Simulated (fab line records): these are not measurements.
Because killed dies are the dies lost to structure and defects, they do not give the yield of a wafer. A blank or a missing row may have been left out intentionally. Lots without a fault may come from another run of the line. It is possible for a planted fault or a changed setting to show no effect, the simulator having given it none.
fab line records	flow gf180mcu	part 1 of 2: steps 1 to 22 of 31
record: lots: 5	wafers: 15	lastDay: 33
route steps=602 shown HV_LDD@211 NSD@235
lots untouched by any fault: they come from a run of this same line in which no faults occurred
startH: the number of hours between the record's first day and the start of the first shown wafer of the lot	waitH: how many hours have passed since the lot's step before this one	" as in the row above	L1.1+2: a row that stands for several wafers	- no value present, or no start provided	* or withheld: withheld	< > ~ a bound
route shown NAME@n: NAME is a module with steps in the file, n the number in the route of the first one	usual: mean/standard deviation of fault-free wafers	same: alike in all rows	chamber/n: place in a boat	sites: each site's reading	_std_site: how widely they spread, as a standard deviation	_edge_site: inner sites' mean taken away from outer sites' mean	radiusMm: how far each site lies from the wafer's centre	mask NAME#n: copy n	behind: tool/chamber where the wafer was last shaped	hold: why the lot went on hold/how many hours it stayed there/how the hold came to an end	device: the transistor (n, p or np) that didn't switch	end of line: the same wafers' tests at the end of the route	step lacking rows: just its recipe	killed: not the wafer's yield, but the dies lost to structure and defects at the first sort	map: shows each die of a wafer: x if killed, . if not, _ if none is there
set.NAME: the setting the step ran with; set.NAME@STEP: the setting that earlier step ran with	model.NAME: the simulator's own value behind a step, which no gauge read
lots at some steps of the route; a table a step, a row a wafer
services: when a tool's chamber went out of use (startH, in hours from the record's first day, below 0 if earlier), for how many hours, and the reason
== steps ==
step: GF_HV_LDD_IMPLANT_35
recipe: species: P	energyKev: 60	doseCm2: 7.5e+12	tiltDeg: 30	rotationDeg: 180
usual: beamEnergyKeV: 59.999/0.018	doseIonsCm2: 7.499e+12/7.6e+09
lot.wafer	tool	chamber	startH	waitH	beamEnergyKeV	doseIonsCm2
L078.2	implanter-03	0	294.91	0.1	59.994	7.503e+12
L078.3	"	0	"	"	59.956	7.492e+12
L078.5	"	0	"	"	59.961	7.499e+12
L085.2	implanter-02	0	346.36	0.1	59.996	7.495e+12
L085.5	"	0	"	"	60.021	7.493e+12
L085.6	"	0	"	"	60.034	7.493e+12
L089.1	implanter-02	0	376.25	0.1	60.032	7.499e+12
L089.4	"	0	"	"	60.015	7.492e+12
L089.6	"	0	"	"	60.013	7.498e+12
L091.1	implanter-03	0	388.64	0.1	59.989	7.507e+12
L091.5	"	0	"	"	60.007	7.504e+12
L091.6	"	0	"	"	60.014	7.498e+12
L094.1	implanter-01	0	415.18	0.1	59.980	7.506e+12
L094.3	"	0	"	"	60.009	7.513e+12
L094.5	"	0	"	"	60.007	7.504e+12
step: GF_HV_LDD_IMPLANT_36
recipe: species: P	energyKev: 60	doseCm2: 7.5e+12	tiltDeg: 30	rotationDeg: 270
usual: beamEnergyKeV: 60.004/0.02	doseIonsCm2: 7.501e+12/8.2e+09
lot.wafer	tool	chamber	startH	waitH	beamEnergyKeV	doseIonsCm2
L078.2	implanter-03	0	295.06	0.1	60.020	7.489e+12
L078.3	"	0	"	"	60.034	7.486e+12
L078.5	"	0	"	"	60.025	7.495e+12
L085.2	implanter-02	0	346.51	0.1	60.038	7.514e+12
L085.5	"	0	"	"	60.025	7.515e+12
L085.6	"	0	"	"	60.017	7.508e+12
L089.1	implanter-02	0	376.40	0.1	59.980	7.508e+12
L089.4	"	0	"	"	60.003	7.49e+12
L089.6	"	0	"	"	59.986	7.499e+12
L091.1	implanter-03	0	388.79	0.1	60.019	7.495e+12
L091.5	"	0	"	"	59.976	7.5e+12
L091.6	"	0	"	"	60.012	7.496e+12
L094.1	implanter-01	0	415.33	0.1	60.027	7.506e+12
L094.3	"	0	"	"	60.056	7.5e+12
L094.5	"	0	"	"	60.047	7.502e+12
step: GF_HV_LDD_STRIP_37
recipe: chemistry: O2/N2	powerW: 1400	pressureMtorr: 1500	platenTempC: 250	o2FlowSccm: 3000	n2FlowSccm: 300	overashFraction: 0.5
usual: drypumpMotorCurrentA: 5.6/0.4	heaterPowerW: 339/44	n2FlowSccm: 300.0/0.88	oesProductAu: 0.716/0.0046	platenTempC: 249.95/0.16	stripTimeToEndpointS: 12.62/0.035
lot.wafer	tool	chamber	startH	waitH	drypumpMotorCurrentA	heaterPowerW	n2FlowSccm	oesProductAu	platenTempC	rfHoursCounterH	stripTimeToEndpointS
L078.2	plasmaAsher-04	1	295.19	0.1	5.5	292	300.6	0.720	249.78	66	12.60
L078.3	"	0	"	"	6.6	389	301.2	0.719	249.85	-	12.62
L078.5	"	0	"	"	6.6	382	301.3	0.723	249.92	-	12.60
L085.2	plasmaAsher-04	1	346.64	0.1	5.5	288	300.5	0.715	249.59	71	12.57
L085.5	"	0	"	"	6.6	381	300.6	0.714	249.99	-	12.63
L085.6	"	1	"	"	5.5	284	300.0	0.727	249.85	-	12.59
L089.1	plasmaAsher-02	0	376.55	0.1	5.3	394	300.9	0.714	249.97	28	12.57
L089.4	"	0	"	"	5.3	402	299.6	0.719	249.82	-	12.57
L089.6	"	1	"	"	5.6	296	299.9	0.714	250.09	-	12.64
L091.1	plasmaAsher-03	0	388.94	0.1	5.5	304	301.3	0.724	249.68	70	12.60
L091.5	"	0	"	"	5.5	303	301.7	0.716	249.84	-	12.65
L091.6	"	1	"	"	5.5	345	300.8	0.718	249.95	-	12.61
L094.1	plasmaAsher-03	1	415.48	0.1	5.5	348	299.6	0.710	250.02	73	12.60
L094.3	"	0	"	"	5.5	293	300.1	0.718	250.24	-	12.62
L094.5	"	1	"	"	5.5	337	301.8	0.715	249.87	-	12.60
step: GF_HV_LDD_TW_MEAS_38
usual: HV_LDD_3_TW: 1452/11
lot.wafer	tool	chamber	startH	waitH	HV_LDD_3_TW
L078.2	filmMetro-04	-	295.30	0.1	1457
L078.3	"	-	"	"	1452
L078.5	"	-	"	"	1455
L085.2	filmMetro-03	-	346.75	0.1	1454
L085.5	"	-	"	"	1462
L085.6	"	-	"	"	1463
L089.1	filmMetro-03	-	376.65	0.1	1457
L089.4	"	-	"	"	1457
L089.6	"	-	"	"	1455
L091.1	filmMetro-01	-	389.04	0.1	1432
L091.5	"	-	"	"	1433
L091.6	"	-	"	"	1435
L094.1	filmMetro-01	-	415.58	0.1	1435
L094.3	"	-	"	"	1436
L094.5	"	-	"	"	1438
step: GF_HV_LDD_DEHYDRATE_39
recipe: tempC: 200	timeS: 60
usual: exhaustPa: 45.1/0.92
lot.wafer	tool	chamber	startH	waitH	exhaustPa
L078.2	lithoTrack-01	0	304.66	9.3	45.3
L078.3	"	0	"	"	44.9
L078.5	"	0	"	"	46.0
L085.2	lithoTrack-01	0	357.55	10.8	47.2
L085.5	"	0	"	"	46.4
L085.6	"	0	"	"	46.0
L089.1	lithoTrack-03	0	386.79	10.1	44.6
L089.4	"	0	"	"	44.8
L089.6	"	0	"	"	45.1
L091.1	lithoTrack-03	0	399.24	10.2	44.7
L091.5	"	0	"	"	43.9
L091.6	"	0	"	"	45.3
L094.1	lithoTrack-03	0	426.69	11.1	45.4
L094.3	"	0	"	"	44.3
L094.5	"	0	"	"	44.5
step: GF_HV_LDD_HMDS_40
recipe: primeTimeS: 60	primeTempC: 120
usual: exhaustPa: 44.9/0.9
same: primeTimeS: 60
lot.wafer	tool	chamber	startH	waitH	exhaustPa
L078.2	lithoTrack-01	0	304.81	0.1	45.4
L078.3	"	0	"	"	44.9
L078.5	"	0	"	"	45.2
L085.2	lithoTrack-01	0	357.70	0.1	43.1
L085.5	"	0	"	"	45.3
L085.6	"	0	"	"	45.6
L089.1	lithoTrack-03	0	386.94	0.1	44.8
L089.4	"	0	"	"	44.8
L089.6	"	0	"	"	44.9
L091.1	lithoTrack-03	0	399.39	0.1	44.0
L091.5	"	0	"	"	43.6
L091.6	"	0	"	"	42.9
L094.1	lithoTrack-03	0	426.84	0.1	44.6
L094.3	"	0	"	"	44.8
L094.5	"	0	"	"	44.8
step: GF_HV_LDD_COAT_41
recipe: resist: NOVOLAK	spinRpm: 3000	resistThkNm: 1000
usual: exhaustPa: 45.0/1
lot.wafer	tool	chamber	startH	waitH	exhaustPa
L078.2	lithoTrack-01	0	304.96	0.1	45.7
L078.3	"	0	"	"	44.0
L078.5	"	0	"	"	44.7
L085.2	lithoTrack-01	0	357.85	0.1	44.1
L085.5	"	0	"	"	43.8
L085.6	"	0	"	"	45.7
L089.1	lithoTrack-03	0	387.09	0.1	45.4
L089.4	"	0	"	"	45.1
L089.6	"	0	"	"	46.3
L091.1	lithoTrack-03	0	399.54	0.1	44.2
L091.5	"	0	"	"	44.7
L091.6	"	0	"	"	44.5
L094.1	lithoTrack-03	0	426.99	0.1	46.4
L094.3	"	0	"	"	47.1
L094.5	"	0	"	"	46.3
step: GF_HV_LDD_SOFTBAKE_42
recipe: tempC: 90	timeS: 60	resist: NOVOLAK
usual: exhaustPa: 45.0/0.97
lot.wafer	tool	chamber	startH	waitH	exhaustPa
L078.2	lithoTrack-01	0	305.11	0.1	45.9
L078.3	"	0	"	"	45.6
L078.5	"	0	"	"	45.9
L085.2	lithoTrack-01	0	358.00	0.1	43.4
L085.5	"	0	"	"	45.9
L085.6	"	0	"	"	44.4
L089.1	lithoTrack-03	0	387.24	0.1	43.0
L089.4	"	0	"	"	43.9
L089.6	"	0	"	"	43.1
L091.1	lithoTrack-03	0	399.69	0.1	45.9
L091.5	"	0	"	"	43.1
L091.6	"	0	"	"	44.1
L094.1	lithoTrack-03	0	427.14	0.1	45.8
L094.3	"	0	"	"	45.0
L094.5	"	0	"	"	44.4
step: GF_HV_LDD_EXPOSE_43
recipe: maskId: Pplus_HV_AREA	targetCdNm: 400	na: 0.6	sourceShape: conventional	sigmaOuter: 0.6	doseMj: 140
usual: focusOffsetNm: -0.1/0.51	stageVelMmS: 500.05/0.24
lot.wafer	tool	chamber	startH	waitH	mask	focusOffsetNm	stageVelMmS
L078.2	ilineStepper-02	0	-	-	Pplus_HV_AREA#0	-0.3	499.90
L078.3	"	0	"	"	Pplus_HV_AREA#0	-0.3	500.23
L078.5	"	0	"	"	Pplus_HV_AREA#0	-0.9	499.97
L085.2	ilineStepper-02	0	-	-	Pplus_HV_AREA#0	-0.5	500.03
L085.5	"	0	"	"	Pplus_HV_AREA#0	0.9	499.89
L085.6	"	0	"	"	Pplus_HV_AREA#0	-0.2	499.97
L089.1	ilineStepper-01	0	-	-	Pplus_HV_AREA#0	0.0	500.27
L089.4	"	0	"	"	Pplus_HV_AREA#0	-1.0	500.10
L089.6	"	0	"	"	Pplus_HV_AREA#0	-0.4	500.40
L091.1	ilineStepper-01	0	-	-	Pplus_HV_AREA#0	-0.3	499.82
L091.5	"	0	"	"	Pplus_HV_AREA#0	-0.5	499.42
L091.6	"	0	"	"	Pplus_HV_AREA#0	-0.3	499.68
L094.1	ilineStepper-02	0	-	-	Pplus_HV_AREA#0	0.3	499.87
L094.3	"	0	"	"	Pplus_HV_AREA#0	-0.1	500.25
L094.5	"	0	"	"	Pplus_HV_AREA#0	0.7	499.80
step: GF_HV_LDD_PEB_44
recipe: tempC: withheld	timeS: *	resist: NOVOLAK
usual: exhaustPa: 44.9/0.83
lot.wafer	tool	chamber	startH	waitH	exhaustPa
L078.2	lithoTrack-01	0	-	-	45.4
L078.3	"	0	"	"	44.1
L078.5	"	0	"	"	44.5
L085.2	lithoTrack-03	0	-	-	43.8
L085.5	"	0	"	"	44.2
L085.6	"	0	"	"	44.2
L089.1	lithoTrack-03	0	-	-	44.5
L089.4	"	0	"	"	45.1
L089.6	"	0	"	"	44.1
L091.1	lithoTrack-01	0	-	-	44.3
L091.5	"	0	"	"	46.6
L091.6	"	0	"	"	44.5
L094.1	lithoTrack-01	0	-	-	44.2
L094.3	"	0	"	"	45.0
L094.5	"	0	"	"	44.0
step: GF_HV_LDD_DEVELOP_45
recipe: developTimeS: 60	devTempC: 23
usual: exhaustPa: 44.8/0.87
lot.wafer	tool	chamber	startH	waitH	exhaustPa
L078.2	lithoTrack-01	0	315.26	0.1	45.5
L078.3	"	0	"	"	43.5
L078.5	"	0	"	"	44.4
L085.2	lithoTrack-03	0	368.71	0.1	45.0
L085.5	"	0	"	"	43.5
L085.6	"	0	"	"	43.2
L089.1	lithoTrack-03	0	398.44	0.1	44.3
L089.4	"	0	"	"	43.7
L089.6	"	0	"	"	44.6
L091.1	lithoTrack-01	0	410.78	0.1	44.0
L091.5	"	0	"	"	45.5
L091.6	"	0	"	"	44.5
L094.1	lithoTrack-01	0	438.78	0.1	44.4
L094.3	"	0	"	"	45.0
L094.5	"	0	"	"	45.6
step: GF_HV_LDD_CD_MEAS_46
recipe: targetCdNm: 400
usual: cdNm: 399.8/2.9
lot.wafer	tool	chamber	startH	waitH	cdNm
L078.2	cdSem-01	-	315.40	0.1	401.5
L078.3	"	-	"	"	401.2
L078.5	"	-	"	"	400.5
L085.2	cdSem-02	-	368.86	0.1	399.4
L085.5	"	-	"	"	401.8
L085.6	"	-	"	"	399.8
L089.1	cdSem-02	-	398.59	0.1	402.8
L089.4	"	-	"	"	401.8
L089.6	"	-	"	"	401.0
L091.1	cdSem-02	-	410.93	0.1	395.4
L091.5	"	-	"	"	397.1
L091.6	"	-	"	"	395.4
L094.1	cdSem-02	-	438.93	0.1	399.8
L094.3	"	-	"	"	400.3
L094.5	"	-	"	"	401.0
step: GF_HV_LDD_OVL_MEAS_47
usual: HV_LDD_03_OVL: 0.3/1.3
lot.wafer	tool	chamber	startH	waitH	HV_LDD_03_OVL[nm]
L078.2	overlay-02	-	315.51	0.1	-0.7
L078.3	"	-	"	"	1.0
L078.5	"	-	"	"	0.2
L085.2	overlay-02	-	368.97	0.1	-0.7
L085.5	"	-	"	"	-1.2
L085.6	"	-	"	"	-0.1
L089.1	overlay-01	-	398.71	0.1	1.0
L089.4	"	-	"	"	3.0
L089.6	"	-	"	"	0.4
L091.1	overlay-01	-	411.05	0.1	-1.9
L091.5	"	-	"	"	-3.6
L091.6	"	-	"	"	-3.0
L094.1	overlay-02	-	439.05	0.1	1.4
L094.3	"	-	"	"	1.1
L094.5	"	-	"	"	1.6
step: GF_HV_LDD_IMPLANT_48
recipe: species: B	energyKev: 25	doseCm2: 3e+13	tiltDeg: 7
usual: beamEnergyKeV: 25.000/0.0069	doseIonsCm2: 3e+13/3.5e+10
lot.wafer	tool	chamber	startH	waitH	beamEnergyKeV	doseIonsCm2
L078.2	implanter-03	0	315.56	0.0	25.001	3.006e+13
L078.3	"	0	"	"	24.997	3.005e+13
L078.5	"	0	"	"	24.994	3.004e+13
L085.2	implanter-02	0	369.02	0.0	25.003	3.001e+13
L085.5	"	0	"	"	25.001	3e+13
L085.6	"	0	"	"	24.998	2.999e+13
L089.1	implanter-03	0	398.75	0.0	24.998	3.005e+13
L089.4	"	0	"	"	24.990	2.999e+13
L089.6	"	0	"	"	25.009	2.998e+13
L091.1	implanter-02	0	411.08	0.0	24.994	2.996e+13
L091.5	"	0	"	"	24.987	2.999e+13
L091.6	"	0	"	"	24.991	3.003e+13
L094.1	implanter-02	0	439.08	0.0	24.999	3.003e+13
L094.3	"	0	"	"	24.999	2.997e+13
L094.5	"	0	"	"	25.004	2.992e+13
step: GF_HV_LDD_STRIP_49
recipe: chemistry: O2/N2	powerW: 1400	pressureMtorr: 1500	platenTempC: 250	o2FlowSccm: 3000	n2FlowSccm: 300	overashFraction: 0.5
usual: drypumpMotorCurrentA: 5.6/0.4	heaterPowerW: 337/42	n2FlowSccm: 300.0/0.86	oesProductAu: 0.716/0.0051	platenTempC: 250.00/0.19	stripTimeToEndpointS: 12.627/0.028
lot.wafer	tool	chamber	startH	waitH	drypumpMotorCurrentA	heaterPowerW	n2FlowSccm	oesProductAu	platenTempC	rfHoursCounterH	stripTimeToEndpointS
L078.2	plasmaAsher-04	1	315.69	0.1	5.5	299	300.0	0.715	249.81	68	12.597
L078.3	"	1	"	"	5.5	287	300.3	0.720	249.90	-	12.618
L078.5	"	0	"	"	6.6	380	299.8	0.708	250.02	-	12.634
L085.2	plasmaAsher-02	1	369.15	0.1	5.6	308	299.1	0.710	250.40	27	12.640
L085.5	"	0	"	"	5.3	396	300.6	0.718	249.93	-	12.619
L085.6	"	1	"	"	5.6	302	299.6	0.725	249.98	-	12.622
L089.1	plasmaAsher-03	1	398.90	0.1	5.5	349	300.9	0.720	249.74	71	12.612
L089.4	"	0	"	"	5.5	302	300.2	0.720	250.07	-	12.609
L089.6	"	0	"	"	5.5	304	300.3	0.711	250.00	-	12.634
L091.1	plasmaAsher-02	0	411.23	0.1	5.3	398	299.6	0.709	250.03	31	12.675
L091.5	"	0	"	"	5.3	392	300.0	0.714	250.21	-	12.683
L091.6	"	1	"	"	5.6	292	299.1	0.722	249.93	-	12.647
L094.1	plasmaAsher-02	0	439.23	0.1	5.2	398	302.2	0.712	249.73	35	12.615
L094.3	"	1	"	"	5.6	301	299.9	0.720	250.10	-	12.667
L094.5	"	0	"	"	5.3	392	299.5	0.715	249.76	-	12.639
step: GF_HV_LDD_TW_MEAS_50
usual: HV_LDD_4_TW: 576/5.1
lot.wafer	tool	chamber	startH	waitH	HV_LDD_4_TW
L078.2	filmMetro-04	-	315.80	0.1	581
L078.3	"	-	"	"	581
L078.5	"	-	"	"	581
L085.2	filmMetro-03	-	369.26	0.1	576
L085.5	"	-	"	"	576
L085.6	"	-	"	"	577
L089.1	filmMetro-04	-	399.00	0.1	585
L089.4	"	-	"	"	582
L089.6	"	-	"	"	582
L091.1	filmMetro-01	-	411.33	0.1	567
L091.5	"	-	"	"	568
L091.6	"	-	"	"	571
L094.1	filmMetro-03	-	439.33	0.1	577
L094.3	"	-	"	"	577
L094.5	"	-	"	"	577
step: GF_HV_LDD_CLEAN_51
recipe: chemistry: SC1/SC2	mix: 1:4:20	tempC: 70	timeS: 150	dry: n2Spin
usual: bathGuardTempC: 69.9/0.47
lot.wafer	tool	chamber	startH	waitH	bathGuardTempC
L078.2	wetBench-04	2	315.85	0.0	70.6
L078.3	"	2	"	"	70.3
L078.5	"	2	"	"	70.3
L085.2	wetBench-04	2	369.31	0.0	70.8
L085.5	"	2	"	"	70.8
L085.6	"	2	"	"	70.5
L089.1	wetBench-04	2	399.06	0.1	70.9
L089.4	"	2	"	"	70.8
L089.6	"	2	"	"	70.4
L091.1	wetBench-01	1	411.39	0.1	69.7
L091.5	"	1	"	"	69.0
L091.6	"	1	"	"	69.6
L094.1	wetBench-02	1	439.39	0.1	69.9
L094.3	"	1	"	"	69.9
L094.5	"	1	"	"	70.0
step: GF_HV_LDD_RTA_52
recipe: tempC: 1000	timeS: 10	ambient: N2
usual: lampPowerPct: 33.45/0.13	wafer_temp_C_max: 1004.3/0.91
lot.wafer	tool	chamber	startH	waitH	lampPowerPct	wafer_temp_C_max
L078.2	rtpAnneal-02	0	315.91	0.0	33.61	1005.7
L078.3	"	0	"	"	33.59	1004.6
L078.5	"	0	"	"	33.60	1005.1
L085.2	rtpAnneal-01	0	369.37	0.0	33.34	1003.5
L085.5	"	0	"	"	33.32	1004.5
L085.6	"	0	"	"	33.30	1005.4
L089.1	rtpAnneal-01	0	399.11	0.0	33.38	1004.2
L089.4	"	0	"	"	33.34	1003.9
L089.6	"	0	"	"	33.35	1002.8
L091.1	rtpAnneal-01	0	411.44	0.0	33.29	1003.3
L091.5	"	0	"	"	33.29	1004.7
L091.6	"	0	"	"	33.34	1003.7
L094.1	rtpAnneal-02	0	439.44	0.0	33.55	1004.5
L094.3	"	0	"	"	33.54	1005.8
L094.5	"	0	"	"	33.60	1004.3
step: GF_HV_LDD_RS_MEAS_53
recipe: thkMeasGauge: four-point-probe
usual: HV_LDD_RS: 418.7/0.9
lot.wafer	tool	chamber	startH	waitH	HV_LDD_RS[ohm/sq]
L078.2	filmMetro-03	-	315.98	0.1	418.7
L078.3	"	-	"	"	419.8
L078.5	"	-	"	"	419.4
L085.2	filmMetro-01	-	369.44	0.1	419.3
L085.5	"	-	"	"	418.9
L085.6	"	-	"	"	418.3
L089.1	filmMetro-01	-	399.18	0.1	418.9
L089.4	"	-	"	"	418.6
L089.6	"	-	"	"	419.3
L091.1	filmMetro-04	-	411.51	0.1	418.9
L091.5	"	-	"	"	419.1
L091.6	"	-	"	"	418.5
L094.1	filmMetro-04	-	439.51	0.1	416.7
L094.3	"	-	"	"	417.9
L094.5	"	-	"	"	417.1
step: GF_HV_LDD_CVD_54
recipe: material: SiO2	targetThkNm: 10	precursor: TEOS	tempC: 680	timeS: 75	pressureMtorr: 400
usual: spikeTcUpperC: 680.8/1.2	zonePowerCentrePct: 10.9/0.62
lot.wafer	tool	chamber	startH	waitH	spikeTcUpperC	zonePowerCentrePct
L078.2	lpcvd-01	1	316.60	0.6	681.3	10.7
L078.3	"	1	"	"	683.6	10.7
L078.5	"	1	"	"	680.4	10.5
L085.2	lpcvd-01	0	369.54	0.1	682.4	12.2
L085.5	"	0	"	"	682.2	11.7
L085.6	"	0	"	"	683.5	11.9
L089.1	lpcvd-01	0	399.30	0.1	682.6	12.1
L089.4	"	0	"	"	681.6	12.0
L089.6	"	0	"	"	680.9	11.9
L091.1	lpcvd-02	0	411.63	0.1	679.7	10.5
L091.5	"	0	"	"	679.5	10.6
L091.6	"	0	"	"	680.6	10.4
L094.1	lpcvd-02	1	439.63	0.1	679.8	10.5
L094.3	"	1	"	"	680.6	10.4
L094.5	"	1	"	"	678.4	10.4
step: GF_HV_LDD_THK_MEAS_55
recipe: reads: SiO2_of_HV_LDD_CVD_54
usual: HV_LDD_CVD_54_THK: 9.91/0.13
lot.wafer	tool	chamber	startH	waitH	HV_LDD_CVD_54_THK[nm]
L078.2	filmMetro-04	-	317.63	0.0	9.90
L078.3	"	-	"	"	9.82
L078.5	"	-	"	"	9.85
L085.2	filmMetro-04	-	370.57	0.0	9.78
L085.5	"	-	"	"	9.98
L085.6	"	-	"	"	9.89
L089.1	filmMetro-04	-	400.83	0.0	9.94
L089.4	"	-	"	"	9.67
L089.6	"	-	"	"	9.82
L091.1	filmMetro-04	-	412.65	0.0	9.83
L091.5	"	-	"	"	9.82
L091.6	"	-	"	"	9.94
L094.1	filmMetro-04	-	440.65	0.0	10.05
L094.3	"	-	"	"	9.93
L094.5	"	-	"	"	9.87
step: GF_HV_LDD_CVD_56
recipe: material: Si3N4	precursor: DCS/NH3	targetThkNm: 90	tempC: 770	timeS: 1543	pressureMtorr: 250
usual: spikeTcUpperC: 770.9/1.3	zonePowerCentrePct: 13.9/0.9
lot.wafer	tool	chamber	startH	waitH	spikeTcUpperC	zonePowerCentrePct
L078.2	lpcvd-01	0	317.68	0.0	771.5	15.3
L078.3	"	0	"	"	770.0	15.2
L078.5	"	0	"	"	771.0	15.2
L085.2	lpcvd-02	1	370.62	0.0	771.1	13.3
L085.5	"	1	"	"	769.1	13.3
L085.6	"	1	"	"	769.5	13.2
L089.1	lpcvd-02	0	400.89	0.1	769.8	13.0
L089.4	"	0	"	"	769.5	13.3
L089.6	"	0	"	"	767.4	13.2
L091.1	lpcvd-01	0	413.26	0.6	771.9	15.0
L091.5	"	0	"	"	771.6	15.2
L091.6	"	0	"	"	770.6	15.3
L094.1	lpcvd-01	0	440.71	0.1	772.8	15.3
L094.3	"	0	"	"	769.5	15.1
L094.5	"	0	"	"	772.6	15.0
